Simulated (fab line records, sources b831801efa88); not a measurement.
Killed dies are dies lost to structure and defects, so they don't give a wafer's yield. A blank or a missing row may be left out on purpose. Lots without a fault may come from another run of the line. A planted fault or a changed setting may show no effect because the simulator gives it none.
One fault seen from 2 desks | flow sky130 | each desk has only its own numbers; what lay behind them comes last

THE METROLOGY DESK
What the gauges read, lot by lot, whatever tool the lot ran on: means of the sampled wafers that have a number. A lot is out of limits, marked OUT, if its mean lies more than 4 standard deviations from the usual mean; the brackets give that distance.
Columns: A = PAD_OPEN_BOW at SKY_PAD_OPEN_BOW_MEAS_13, usual 49 um
lot  | first seen here | A
L136 | day 45 23:20    | 51
L137 | day 46 01:18    | 63
L138 | day 46 02:40    | 49
L139 | day 46 14:29    | 43
L140 | day 46 22:03    | 39
L142 | day 47 08:48    | 50
L143 | day 47 09:56    | 44
L144 | day 47 18:42    | 43
L145 | day 48 01:17    | 43
L147 | day 48 05:14    | 47
L146 | day 48 09:01    | 53
L154 | day 50 02:19    | 42
L156 | day 50 04:41    | 50
This desk's finding: nothing out of limits on any of the 13 lots.

THE TOOL OWNER'S DESK: lpcvd-01
The tool's own readings at SKY_POLY_GATE_CVD_00 (deposits poly-Si, target thk 180 nm, time 720 s): means of the sampled wafers that have a number, for each lot that ran on this tool. A lot is out of limits, marked OUT, if its mean lies more than 4 standard deviations from the usual mean; the brackets give that distance.
Columns: A = spike_tc_centre_C at SKY_POLY_GATE_CVD_00, usual 620.2 C; B = spike_tc_upper_C at SKY_POLY_GATE_CVD_00, usual 619.1 C
lot  | first seen here | A     | B
L136 | day 14 05:07    | 620.3 | 618.8
L137 | day 14 11:00    | 619.7 | 618.9
L138 | day 14 11:00    | 618.6 | 619.2
L139 | day 15 01:55    | 619.8 | 618.4
L140 | day 15 14:20    | 621.9 | 619.8
L142 | day 16 02:13    | 622.2 | 618.9
L143 | day 16 05:29    | 621.9 | 619.3
L144 | day 16 21:32    | 623.0 | 619.0
L145 | day 17 01:15    | 619.2 | 619.3
L146 | day 17 07:27    | 621.4 | 619.4
L147 | day 17 07:27    | 619.5 | 620.6
L154 | day 20 13:41    | 618.9 | 619.0
L156 | day 20 21:18    | 618.7 | 618.9
This desk's finding: nothing out of limits on any of the 13 lots.

PUT TOGETHER
The metrology desk saw nothing out of limits.
The tool owner's desk saw nothing out of limits.

WHAT THE SIMULATOR HAD PUT IN
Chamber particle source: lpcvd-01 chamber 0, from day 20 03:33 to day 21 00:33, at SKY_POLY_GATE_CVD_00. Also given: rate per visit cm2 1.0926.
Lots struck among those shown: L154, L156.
